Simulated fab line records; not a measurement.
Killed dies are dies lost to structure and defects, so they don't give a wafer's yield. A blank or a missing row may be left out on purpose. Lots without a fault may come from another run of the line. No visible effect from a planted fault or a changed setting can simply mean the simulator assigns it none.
Which tool was responsible?    flow gf180mcu    15 lots, 45 wafers sampled, at 5 steps of a route of 602

WHAT THE GAUGES SHOWED, per wafer
GF_M2_THK_MEAS_06: measures by xrf.
lot   measured      on             M2_ALCU_THK (nm)
L152  day 18 17:16  film-metro-03  444 447 444
L156  day 20 06:06  film-metro-03  463 468 457
L157  day 20 09:35  film-metro-02  459 458 466
L160  day 21 15:44  film-metro-03  465 468 470
L161  day 21 20:46  film-metro-04  460 457 455
L162  day 22 19:38  film-metro-04  450 457 448
L163  day 22 22:38  film-metro-04  462 457 465
L168  day 24 09:24  film-metro-02  451 456 448
L169  day 25 03:46  film-metro-02  460 460 461
L170  day 25 06:32  film-metro-03  455 463 460
L171  day 25 07:24  film-metro-04  468 466 465
L172  day 25 13:05  film-metro-04  466 462 464
L173  day 25 20:16  film-metro-04  453 452 456
L174  day 26 04:31  film-metro-03  447 456 450
L175  day 26 06:49  film-metro-02  454 457 447

GF_V2_CD_MEAS_14: the cd target is 260 nm.
lot   measured      on         cd-nm (nm)
L152  day 20 20:26  cd-sem-02  260.1 260.8 259.3
L156  day 22 07:52  cd-sem-02  260.3 260.0 260.4
L157  day 22 10:14  cd-sem-02  263.8 263.0 262.7
L160  day 23 15:31  cd-sem-01  261.5 261.0 262.1
L161  day 23 20:59  cd-sem-01  257.4 257.7 257.3
L162  day 25 01:41  cd-sem-01  261.0 260.1 262.8
L163  day 25 01:50  cd-sem-01  262.9 262.4 262.9
L168  day 26 05:56  cd-sem-01  258.9 259.3 260.1
L169  day 26 22:23  cd-sem-02  261.0 260.3 261.4
L170  day 27 02:34  cd-sem-02  260.7 261.6 261.1
L171  day 27 02:58  cd-sem-01  262.1 261.4 262.8
L172  day 27 08:41  cd-sem-01  261.9 261.2 262.0
L173  day 27 15:21  cd-sem-01  260.5 260.0 260.8
L174  day 27 22:43  cd-sem-02  261.2 260.1 259.8
L175  day 28 00:23  cd-sem-02  258.8 258.1 258.5

GF_V2_RS_MEAS_24: uses a four-point probe to measure.
lot   measured      on             V2_W_RS (ohm/sq)
L152  day 20 21:30  film-metro-02  0.326 0.325 0.328
L156  day 22 08:53  film-metro-01  0.324 0.327 0.325
L157  day 22 11:16  film-metro-01  0.319 0.331 0.322
L160  day 23 16:33  film-metro-02  0.323 0.334 0.322
L161  day 23 22:01  film-metro-01  44.374 43.246 43.842
L162  day 25 02:45  film-metro-01  43.995 44.439 44.217
L163  day 25 02:58  film-metro-02  43.249 44.346 43.534
L168  day 26 06:58  film-metro-04  0.329 0.330 0.329
L169  day 26 23:25  film-metro-04  0.328 0.321 0.327
L170  day 27 03:35  film-metro-04  0.325 0.322 0.326
L171  day 27 03:59  film-metro-01  0.320 0.323 0.337
L172  day 27 09:43  film-metro-02  0.330 0.332 0.326
L173  day 27 16:28  film-metro-02  0.333 0.328 0.333
L174  day 27 23:45  film-metro-02  0.330 0.327 0.326
L175  day 28 01:25  film-metro-01  0.321 0.336 0.326

GF_V2_THK_MEAS_25: measures by xrf.
lot   measured      on             V2_W_THK (nm)
L152  day 20 21:37  film-metro-02  360 360 356
L156  day 22 09:00  film-metro-01  370 369 369
L157  day 22 11:23  film-metro-01  376 363 371
L160  day 23 16:40  film-metro-02  361 348 363
L161  day 23 22:08  film-metro-01  <0 - -
L162  day 25 02:52  film-metro-01  - - -
L163  day 25 03:05  film-metro-02  <0 <0 <0
L168  day 26 07:04  film-metro-04  353 352 355
L169  day 26 23:31  film-metro-04  356 361 356
L170  day 27 03:41  film-metro-04  359 365 357
L171  day 27 04:06  film-metro-01  375 372 358
L172  day 27 09:50  film-metro-02  360 353 362
L173  day 27 16:33  film-metro-02  352 359 355
L174  day 27 23:52  film-metro-02  357 359 362
L175  day 28 01:32  film-metro-01  374 353 369

WHAT TOOL EACH LOT RAN ON (gives the tool, then ch and the chambers of the sampled wafers, and finally the start)
lot   GF_V2_CVD_23
L152  cvd-w-02 ch 1, day 20 21:22
L156  cvd-w-02 ch 0,1, day 22 08:46
L157  cvd-w-01 ch 0,1, day 22 11:10
L160  cvd-w-01 ch 0,1, day 23 16:26
L161  cvd-w-01 ch 0,1, day 23 21:54
L162  cvd-w-02 ch 0,1, day 25 02:38
L163  cvd-w-01 ch 0,1, day 25 02:50
L168  cvd-w-02 ch 0,1, day 26 06:50
L169  cvd-w-02 ch 0,1, day 26 23:17
L170  cvd-w-02 ch 0,1, day 27 03:28
L171  cvd-w-01 ch 0,1, day 27 03:51
L172  cvd-w-02 ch 0,1, day 27 09:36
L173  cvd-w-02 ch 0,1, day 27 16:20
L174  cvd-w-02 ch 0, day 27 23:38
L175  cvd-w-01 ch 0,1, day 28 01:18
- GF_V2_CVD_23: deposits W, target thk 350 nm, time 104.94 s.

AS READ BY THE TOOLS THEMSELVES (means over the sampled wafers that have a number; for cases with no such wafer, the mark the record gives instead)
GF_V2_CVD_23.
lot   tool      chamber-pressure-Torr (Torr)  heater-power-outer-w (W)  heater-power-w (W)
L152  cvd-w-02  39.89                         589                       927
L156  cvd-w-02  39.97                         560                       904
L157  cvd-w-01  40.01                         584                       979
L160  cvd-w-01  40.09                         582                       967
L161  cvd-w-01  -                             -                         -
L162  cvd-w-02  -                             -                         -
L163  cvd-w-01  -                             -                         -
L168  cvd-w-02  40.02                         538                       870
L169  cvd-w-02  40.01                         535                       862
L170  cvd-w-02  40.07                         564                       893
L171  cvd-w-01  39.98                         588                       975
L172  cvd-w-02  40.08                         537                       866
L173  cvd-w-02  40.03                         574                       897
L174  cvd-w-02  39.98                         511                       819
L175  cvd-w-01  40.05                         585                       970

THE ANSWER, worked out from the rows above alone
Rule: the usual values come from the lots themselves. The widest of any qualifying gaps counts: lots, ordered by their means at a reading, are off when they make up no more than a third of the lots, leave a main group of 4 or more, and stand apart from it by 3 or more times the standard deviation of that group's means. A main group is skipped when, at the precision printed for the reading in the tables above, its means are all equal. A lot without any number at a reading at which 4 lots or more have one is off too. All remaining lots with rows at the step are treated as sound. First the gauges in route order, then the tools' own readings, where a lot's mean is used as printed above. The first step at which some lot is off is used, and at that step the reading that is off furthest; a lot without a number counts as furthest.
Off: L161, L162, L163, seen at GF_V2_RS_MEAS_24 (V2_W_RS). The main group: mean 0.327 ohm/sq, standard deviation 0.0021.
A tool fits if, at a process step before that reading, it ran every lot that is off, and no sound lot after the first of them. The gauges at GF_V2_RS_MEAS_24 aren't tried: what is off there is off at GF_V2_CVD_23 too, on other tools, and a gauge's error can't cause that. Of those tried, none fits.

WHAT THE SIMULATOR HAD PUT IN
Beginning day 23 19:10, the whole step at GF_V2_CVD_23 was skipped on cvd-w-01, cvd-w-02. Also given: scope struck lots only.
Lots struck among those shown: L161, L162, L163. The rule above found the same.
